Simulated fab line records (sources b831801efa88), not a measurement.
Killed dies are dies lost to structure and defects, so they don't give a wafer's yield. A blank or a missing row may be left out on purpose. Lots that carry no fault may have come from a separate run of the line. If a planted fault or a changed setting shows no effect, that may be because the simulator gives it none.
fab line records	flow sky130
record lots=6	wafers=18	lastDay=50
route steps=708 shown LDD_LDN@299 SPACER@304 POLY_CUT@307 PAD_OPEN@708
lots that met no fault: from a run of the same line without faults
startH: start of the lot's first displayed wafer, in hours after the record's first day	waitH: how many hours have passed since the lot's step before this one	" repeats the value in the row above	L1.1+2: one row covering several wafers at once	- no value, or no start was given	* or withheld: withheld	< > ~ a bound
route shown NAME@n: names a module that has steps shown in the file, with the first one's number in the route	usual: mean and standard deviation over wafers with no fault	same: alike in all rows	chamber/n: place in a boat	sites: per-site readings	_std_site: the values' standard deviation	_edge_site: inner sites' mean taken away from outer sites' mean	radiusMm: for every site, how far away it sits from the centre of the wafer	mask NAME#n: copy n	behind: the last tool/chamber to shape the wafer	hold: the reason the lot was held/the length of the hold in hours/how it ended	device: the transistor (n, p or np) that didn't switch	end of line: at the end of the route, the tests of the same wafers	step lacking rows: just its recipe	killed: not the wafer's yield, but the dies lost to structure and defects at the first sort	map: the dies of a wafer, with x for killed, . for not killed, _ for no die there
set.NAME: setting as actually run; set.NAME@STEP: the setting as run at that earlier step	model.NAME: the simulator's own value behind a step, which no gauge read
lots at selected steps of the route; one table per step, one row per wafer
services: from which hour (startH, from the record's first day; less than 0 if before it) a tool's chamber was out of use, for how many hours, and why
## steps
# step SKY_LDD_LDN_IMPLANT_10
# recipe species=As	energyKev=15	doseCm2=1.25e+13	tiltDeg=withheld	rotationDeg=203
# step SKY_LDD_LDN_IMPLANT_11
# recipe species=As	energyKev=15	doseCm2=1.25e+13	tiltDeg=withheld	rotationDeg=293
# step SKY_LDD_LDN_STRIP_12
# recipe chemistry=O2/N2	powerW=1400	pressureMtorr=1500	platenTempC=withheld	o2FlowSccm=3000	n2FlowSccm=300	overashFraction=0.5
# usual drypumpMotorCurrentA=5.5/0.39	oesProductAu=0.716/0.0047	stripTimeToEndpointS=14.14/0.043
lot.wafer	tool	chamber	startH	waitH	drypumpMotorCurrentA	oesProductAu	rfHoursCounterH	stripTimeToEndpointS
L668.1	plasmaAsher-04	1	528.47	0.1	5.6	0.712	70	14.22
L668.2	"	0	"	"	6.1	0.713	70	14.22
L668.4	"	0	"	"	6.1	0.722	-	14.20
L672.1	plasmaAsher-04	1	592.63	0.1	5.7	0.718	74	14.12
L672.4	"	1	"	"	5.7	0.721	-	14.13
L672.6	"	0	"	"	6.2	0.716	-	14.15
L683.2	plasmaAsher-03	1	664.21	0.1	4.9	0.714	57	14.13
L683.3	"	0	"	"	5.5	0.723	-	14.13
L683.4	"	1	"	"	4.9	0.725	-	14.16
L684.2	plasmaAsher-03	1	669.97	0.1	4.9	0.718	58	14.13
L684.3	"	1	"	"	4.9	0.717	-	14.07
L684.4	"	0	"	"	5.5	0.711	-	14.15
L688.2	plasmaAsher-01	0	694.82	0.1	5.1	0.721	29	14.18
L688.3	"	1	"	"	5.5	0.714	-	14.15
L688.4	"	0	"	"	5.2	0.728	-	14.17
L689.3	plasmaAsher-04	0	701.51	0.1	6.2	0.710	-	14.17
L689.4	"	1	"	"	5.7	0.726	-	14.16
L689.6	"	0	"	"	6.2	0.716	-	14.16
# step SKY_LDD_LDN_TW_MEAS_13
# usual LDD_LDN_TW=1472/12
lot.wafer	tool	chamber	startH	waitH	LDD_LDN_TW
L668.1	filmMetro-01	-	528.57	0.1	1457
L668.2	"	-	"	"	1457
L668.4	"	-	"	"	1451
L672.1	filmMetro-02	-	592.73	0.1	1457
L672.4	"	-	"	"	1462
L672.6	"	-	"	"	1462
L683.2	filmMetro-01	-	664.32	0.1	1464
L683.3	"	-	"	"	1463
L683.4	"	-	"	"	1465
L684.2	filmMetro-01	-	670.08	0.1	1462
L684.3	"	-	"	"	1473
L684.4	"	-	"	"	1473
L688.2	filmMetro-04	-	694.93	0.1	1490
L688.3	"	-	"	"	1484
L688.4	"	-	"	"	1489
L689.3	filmMetro-01	-	701.59	0.1	1453
L689.4	"	-	"	"	1465
L689.6	"	-	"	"	1463
# step SKY_LDD_LDN_CLEAN_14
# recipe chemistry=SC1/SC2	mix=1:4:20	tempC=70	timeS=150	dry=n2Spin
# step SKY_SPACER_CVD_00
# recipe material=Si3N4	precursor=DCS/NH3	targetThkNm=43.1	tempC=770	timeS=740	pressureMtorr=250
# step SKY_SPACER_THK_MEAS_01
# recipe reads=Si3N4_of_SPACER_CVD_00
# usual SPACER_CVD_00_THK=43.3/0.38
lot.wafer	tool	chamber	startH	waitH	SPACER_CVD_00_THK[nm]
L668.1	filmMetro-02	-	530.82	0.0	43.5
L668.2	"	-	"	"	43.5
L668.4	"	-	"	"	43.7
L672.1	filmMetro-02	-	594.88	0.0	43.6
L672.4	"	-	"	"	44.1
L672.6	"	-	"	"	43.8
L683.2	filmMetro-02	-	666.13	0.0	42.2
L683.3	"	-	"	"	42.4
L683.4	"	-	"	"	42.0
L684.2	filmMetro-02	-	671.40	0.0	43.1
L684.3	"	-	"	"	43.0
L684.4	"	-	"	"	42.7
L688.2	filmMetro-03	-	696.25	0.0	43.2
L688.3	"	-	"	"	42.8
L688.4	"	-	"	"	43.1
L689.3	filmMetro-04	-	704.08	0.0	43.0
L689.4	"	-	"	"	43.2
L689.6	"	-	"	"	43.3
# step SKY_SPACER_ETCHBACK_02
# recipe chemistry=CH3F/O2	target=Si3N4	stopOn=SiO2	sourceW=400	biasW=80	pressureMtorr=25	ch3fFlowSccm=40	O2_flow_sccm=30	timeS=46.7	targetDepthA=450
# usual drypumpMotorCurrentA=5.5/0.48	oesProductAu=0.856/0.0059	throttleValvePct=10.562/0.0099
lot.wafer	tool	chamber	startH	waitH	drypumpMotorCurrentA	oesProductAu	rfHoursCounterH	throttleValvePct
L668.1	rieDiel-01	2	530.88	0.1	5.7	0.858	0	10.567
L668.2	"	3	"	"	6.0	0.855	16	10.558
L668.4	"	0	"	"	5.7	0.857	67	10.559
L672.1	rieDiel-03	0	594.94	0.1	4.7	0.864	5	10.581
L672.4	"	1	"	"	5.3	0.867	32	10.559
L672.6	"	2	"	"	5.0	0.866	-	10.552
L683.2	rieDiel-02	2	666.18	0.0	5.1	0.852	4	10.556
L683.3	"	3	"	"	5.5	0.847	2	10.563
L683.4	"	1	"	"	5.4	0.843	4	10.552
L684.2	rieDiel-01	1	671.45	0.0	5.4	0.855	6	10.551
L684.3	"	3	"	"	6.0	0.854	19	10.558
L684.4	"	2	"	"	5.7	0.858	3	10.548
L688.2	rieDiel-03	0	696.30	0.0	4.7	0.848	7	10.548
L688.3	"	3	"	"	6.4	0.854	8	10.573
L688.4	"	1	"	"	5.3	0.859	34	10.535
L689.3	rieDiel-02	2	704.12	0.0	5.1	0.853	5	10.560
L689.4	"	0	"	"	5.9	0.852	18	10.571
L689.6	"	0	"	"	6.0	0.853	-	10.567
# step SKY_POLY_CUT_DEHYDRATE_00
# recipe tempC=200	timeS=60
# step SKY_POLY_CUT_HMDS_01
# recipe primeTimeS=60	primeTempC=120
# step SKY_POLY_CUT_COAT_02
# recipe resist=BARC	tempC=withheld	timeS=withheld	spinRpm=3000	resistThkNm=60
# step SKY_POLY_CUT_COAT_03
# recipe resist=KrF-thick	spinRpm=3000	resistThkNm=450
# step SKY_POLY_CUT_SOFTBAKE_04
# recipe tempC=100	timeS=90	resist=KrF-thick
# usual heaterPowerTotalW=57.36/0.11	plateTempC=99.99/0.11
lot.wafer	tool	chamber	startH	waitH	heaterPowerTotalW	plateTempC
L668.1	lithoTrack-02	0	545	-	57.45	99.94
L668.2	"	0	"	"	57.36	100.21
L668.4	"	0	"	"	57.48	99.91
L672.1	lithoTrack-04	0	609	-	57.31	99.80
L672.4	"	0	"	"	57.36	100.01
L672.6	"	0	"	"	57.28	100.18
L683.2	lithoTrack-02	0	679	-	54.56	96.34
L683.3	"	0	"	"	54.72	96.11
L683.4	"	0	"	"	54.47	96.30
L684.2	lithoTrack-02	0	684	-	54.60	96.43
L684.3	"	0	"	"	54.34	96.64
L684.4	"	0	"	"	54.46	96.42
L688.2	lithoTrack-04	0	709	-	57.40	99.85
L688.3	"	0	"	"	57.40	100.04
L688.4	"	0	"	"	57.42	100.09
L689.3	lithoTrack-04	0	717	-	57.46	99.83
L689.4	"	0	"	"	57.35	99.78
L689.6	"	0	"	"	57.51	100.06
# step SKY_POLY_CUT_EXPOSE_05
# recipe maskId=NPCM	na=0.8	sourceShape=annular	sigmaInner=0.55	sigmaOuter=0.85	targetCdNm=270	doseMj=32
# step SKY_POLY_CUT_PEB_06
# recipe pebTempC=withheld	pebTimeS=withheld	resist=KrF-thick
# step SKY_POLY_CUT_DEVELOP_07
# recipe developTimeS=60	resist=KrF-thick	devTempC=21
lot.wafer	tool	chamber	startH	waitH	model.KrF-thick_of_POLY_CUT_COAT_03.thkNm
L668.1	lithoTrack-03	0	-	-	433.3
L668.2	"	0	"	"	433.2
L668.4	"	0	"	"	432.6
L672.1	lithoTrack-04	0	-	-	434.4
L672.4	"	0	"	"	434.7
L672.6	"	0	"	"	434.3
L683.2	lithoTrack-03	0	-	-	439.7
L683.3	"	0	"	"	439.6
L683.4	"	0	"	"	438.7
L684.2	lithoTrack-03	0	-	-	437.3
L684.3	"	0	"	"	438.2
L684.4	"	0	"	"	437.9
L688.2	lithoTrack-02	0	-	-	435.3
L688.3	"	0	"	"	436.2
L688.4	"	0	"	"	437
L689.3	lithoTrack-03	0	-	-	434.5
L689.4	"	0	"	"	434.7
L689.6	"	0	"	"	434.2
# step SKY_POLY_CUT_CD_MEAS_08
# recipe targetCdNm=270
# usual cdNm=270.3/1.6
lot.wafer	tool	chamber	startH	waitH	cdNm
L668.1	cdSem-01	-	560.49	-	272.7
L668.2	"	-	"	"	272.4
L668.4	"	-	"	"	272.4
L672.1	cdSem-01	-	624.15	-	271.7
L672.4	"	-	"	"	272.1
L672.6	"	-	"	"	272.7
L683.2	cdSem-01	-	693.91	-	270.4
L683.3	"	-	"	"	269.2
L683.4	"	-	"	"	270.6
L684.2	cdSem-01	-	699.46	-	268.4
L684.3	"	-	"	"	269.5
L684.4	"	-	"	"	269.0
L688.2	cdSem-01	-	723.34	-	268.1
L688.3	"	-	"	"	270.2
L688.4	"	-	"	"	269.7
L689.3	cdSem-01	-	731.23	-	270.2
L689.4	"	-	"	"	267.7
L689.6	"	-	"	"	270.2
# step SKY_POLY_CUT_OVL_MEAS_09
# usual POLY_CUT_OVL=0/6.6
lot.wafer	tool	chamber	startH	waitH	POLY_CUT_OVL[nm]
L668.1	overlay-01	-	560.61	0.1	-6
L668.2	"	-	"	"	-5
L668.4	"	-	"	"	5
L672.1	overlay-01	-	624.27	0.1	-6
L672.4	"	-	"	"	0
L672.6	"	-	"	"	-3
L683.2	overlay-02	-	694.01	0.1	-5
L683.3	"	-	"	"	1
L683.4	"	-	"	"	4
L684.2	overlay-01	-	699.56	0.1	10
L684.3	"	-	"	"	-1
L684.4	"	-	"	"	14
L688.2	overlay-02	-	723.45	0.1	7
L688.3	"	-	"	"	15
L688.4	"	-	"	"	16
L689.3	overlay-01	-	731.32	0.1	-2
L689.4	"	-	"	"	-7
L689.6	"	-	"	"	-7
# step SKY_POLY_CUT_ETCH_10
# recipe chemistry=N2/H2	target=BARC	ionEnergyEv=200	sourceW=500	biasW=100	pressureMtorr=30	n2FlowSccm=100	h2FlowSccm=200	stopOn=SiO2	timeS=45.9	targetDepthA=600
# usual drypumpMotorCurrentA=5.8/0.32	h2FlowSccm=199.9/0.6	oesProductAu=0.854/0.0045	throttleValvePct=13.224/0.0084
lot.wafer	tool	chamber	startH	waitH	drypumpMotorCurrentA	h2FlowSccm	oesProductAu	rfHoursCounterH	throttleValvePct	model.KrF-thick_of_POLY_CUT_COAT_03.thkNm
L668.1	rieDiel-04	0	560.64	0.0	6.3	199.3	0.849	40	13.215	406.1
L668.2	"	3	"	"	5.8	200.2	0.853	4	13.219	405.2
L668.4	"	3	"	"	5.7	199.6	0.847	-	13.228	404.4
L672.1	rieDiel-01	1	624.30	0.0	5.4	199.5	0.852	6	13.223	406.1
L672.4	"	1	"	"	5.4	199.9	0.856	-	13.227	406.3
L672.6	"	3	"	"	6.0	200.6	0.853	-	13.217	406.4
L683.2	rieDiel-01	2	694.04	0.0	5.7	199.8	0.856	3	13.221	411.7
L683.3	"	1	"	"	5.4	198.8	0.855	7	13.214	411.4
L683.4	"	0	"	"	5.7	200.1	0.855	1	13.237	410.1
L684.2	rieDiel-01	0	699.59	0.0	5.7	201.0	0.861	1	13.223	408.6
L684.3	"	2	"	"	5.7	199.9	0.851	3	13.226	410
L684.4	"	1	"	"	5.4	200.4	0.858	7	13.220	409.4
L688.2	rieDiel-02	2	723.48	0.0	5.1	199.8	0.850	6	13.220	407.4
L688.3	"	3	"	"	5.5	199.7	0.855	4	13.237	408.3
L688.4	"	0	"	"	5.9	200.3	0.853	18	13.225	409
L689.3	rieDiel-01	0	731.34	0.0	5.7	199.5	0.857	1	13.218	406
L689.4	"	1	"	"	5.4	200.0	0.849	7	13.230	406.7
L689.6	"	1	"	"	5.4	200.3	0.848	-	13.241	406
# step SKY_POLY_CUT_ETCH_11
# recipe target=Si3N4	chemistry=CF4/CH2F2/Ar	stopOn=poly-Si	sourceW=600	biasW=150	pressureMtorr=40	cf4FlowSccm=40	ch2f2FlowSccm=20	Ar_flow_sccm=150	timeS=42.5	targetDepthA=600
# usual drypumpMotorCurrentA=5.8/0.32	oesProductAu=0.832/0.008	throttleValvePct=14.995/0.0092
lot.wafer	tool	chamber	startH	waitH	drypumpMotorCurrentA	oesProductAu	rfHoursCounterH	throttleValvePct
L668.1	rieDiel-04	0	560.69	0.0	6.3	0.824	40	14.999
L668.2	"	3	"	"	5.7	0.831	4	14.992
L668.4	"	3	"	"	5.7	0.825	-	14.998
L672.1	rieDiel-01	1	624.35	0.0	5.4	0.835	6	14.982
L672.4	"	1	"	"	5.4	0.834	-	14.996
L672.6	"	3	"	"	6.0	0.835	-	14.993
L683.2	rieDiel-01	2	694.09	0.0	5.7	0.834	3	15.001
L683.3	"	1	"	"	5.4	0.830	7	14.995
L683.4	"	0	"	"	5.7	0.838	1	14.999
L684.2	rieDiel-01	0	699.64	0.0	5.7	0.837	1	14.992
L684.3	"	2	"	"	5.7	0.836	3	14.993
L684.4	"	1	"	"	5.4	0.825	7	14.998
L688.2	rieDiel-02	2	723.52	0.0	5.1	0.840	6	15.015
L688.3	"	3	"	"	5.5	0.834	4	14.986
L688.4	"	0	"	"	6.0	0.822	18	14.989
L689.3	rieDiel-01	0	731.39	0.0	5.7	0.845	1	14.979
L689.4	"	1	"	"	5.4	0.845	7	14.998
L689.6	"	1	"	"	5.4	0.850	-	15.001
# step SKY_PAD_OPEN_PROBE_99
# usual killed_at_M0_to_M3=43/6.5	killed_at_M4_up=3.5/1.9	killedAtContacts=24/5.4	killedAtFrontEnd=16/4.8	killedAtOther=0.4/0.64	killedDies=87/9.4	killedOpen=47/7	killedShort=40/6.3
# same grossDies=492	killedAtBackSide=0
lot.wafer	tool	chamber	startH	waitH	killed_at_M0_to_M3	killed_at_M4_up	killedAtContacts	killedAtFrontEnd	killedAtOther	killedDies	killedOpen	killedShort
L672.1	prober-02	-	1124.14	0.1	39	2	23	10	0	74	44	30
L672.4	prober-02	-	1124.29	0.2	54	5	24	7	0	90	47	43
L672.6	prober-02	-	1124.39	0.2	49	3	25	14	0	91	56	35
# killed by level:class
L672.1 VIA1:geometricParticle:open=10 CONTACT:geometricParticle:open=10 VIA2:geometricParticle:open=7 METAL3:geometricParticle:short=5 LOCAL_INTERCONNECT:geometricParticle:short=5 VIA3:geometricParticle:open=4 SPACER:geometricParticle:open=3 LI_CONTACT:geometricParticle:open=3
L672.4 VIA1:geometricParticle:open=10 METAL2:geometricParticle:short=9 LI_CONTACT:geometricParticle:open=8 LOCAL_INTERCONNECT:geometricParticle:short=8 VIA3:geometricParticle:short=8 VIA2:geometricParticle:open=7 CONTACT:geometricParticle:open=7 VIA3:geometricParticle:open=7
L672.6 VIA1:geometricParticle:open=14 LI_CONTACT:geometricParticle:open=10 VIA2:geometricParticle:open=8 CONTACT:geometricParticle:open=8 VIA1:geometricParticle:short=6 VIA2:geometricParticle:short=5 FIELD_ISO:geometricParticle:short=4 POLY_GATE:geometricParticle:open=4
## services
tool	chamber	startH	hours	kind
plasmaAsher-04	-	517.14	1.1	repair
rieDiel-02	3	527.21	1.9	repair
rieDiel-02	3	529.13	-	clean
plasmaAsher-04	-	548.57	16.9	repair
rieDiel-04	2	549.33	12.1	repair
rieDiel-03	3	556.97	13.9	repair
rieDiel-04	-	565.41	10.0	pm
plasmaAsher-04	-	567.44	4.5	repair
rieDiel-02	-	568.70	28.1	pm
rieDiel-04	0	577.53	2.1	repair
rieDiel-04	3	578.98	2.2	repair
rieDiel-02	0	606.61	5.5	repair
rieDiel-01	0	607.15	-	clean
rieDiel-01	0	607.15	29.9	scheduledDown
rieDiel-01	0	607.15	29.9	ventCycle
rieDiel-01	-	632.14	2.8	pm
plasmaAsher-04	-	640.62	2.1	repair
plasmaAsher-04	-	642.76	28.1	pm
rieDiel-01	1	675.72	4.3	repair
rieDiel-04	1	693.39	6.8	repair
plasmaAsher-04	-	698.60	1.9	repair
plasmaAsher-01	-	700.62	4.9	repair
rieDiel-04	-	708.68	0.3	repair
rieDiel-02	1	725.74	7.4	repair
## key
firstSign step=SKY_POLY_CUT_SOFTBAKE_04	reading=plateTempC	direction=down	sigmas=33	usual=*	struck=*
effect step=SKY_POLY_CUT_SOFTBAKE_04	reading=heaterPowerTotalW	direction=down	sigmas=26	usual=*	struck=*
modelEffect step=SKY_POLY_CUT_DEVELOP_07	value=KrF-thick_of_POLY_CUT_COAT_03.thkNm	without=436.3	struck=438.6
modelEffect step=SKY_POLY_CUT_ETCH_10	value=KrF-thick_of_POLY_CUT_COAT_03.thkNm	without=408	struck=410.2
metAt SKY_POLY_CUT_SOFTBAKE_04
struckWafers L683.2,L683.3,L683.4,L684.2,L684.3,L684.4
testerLeftOut L683,L684
onsetBetween 545 679
fault kind=processParameterDrift	tool=lithoTrack-02	chamber=-	onsetH=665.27	steps=SKY_POLY_CUT_SOFTBAKE_04	channel=tempC	offset=*	shape=step	endH=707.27	actsIn=*	stated=*
# testerLeftOut: of these lots the tester's yield and bins aren't shown, on N5 and GAA mostly nor the transistor test; their killed dies are dies lost to structure and defects alone, not to doping, threshold or leakage, so they don't give the yield
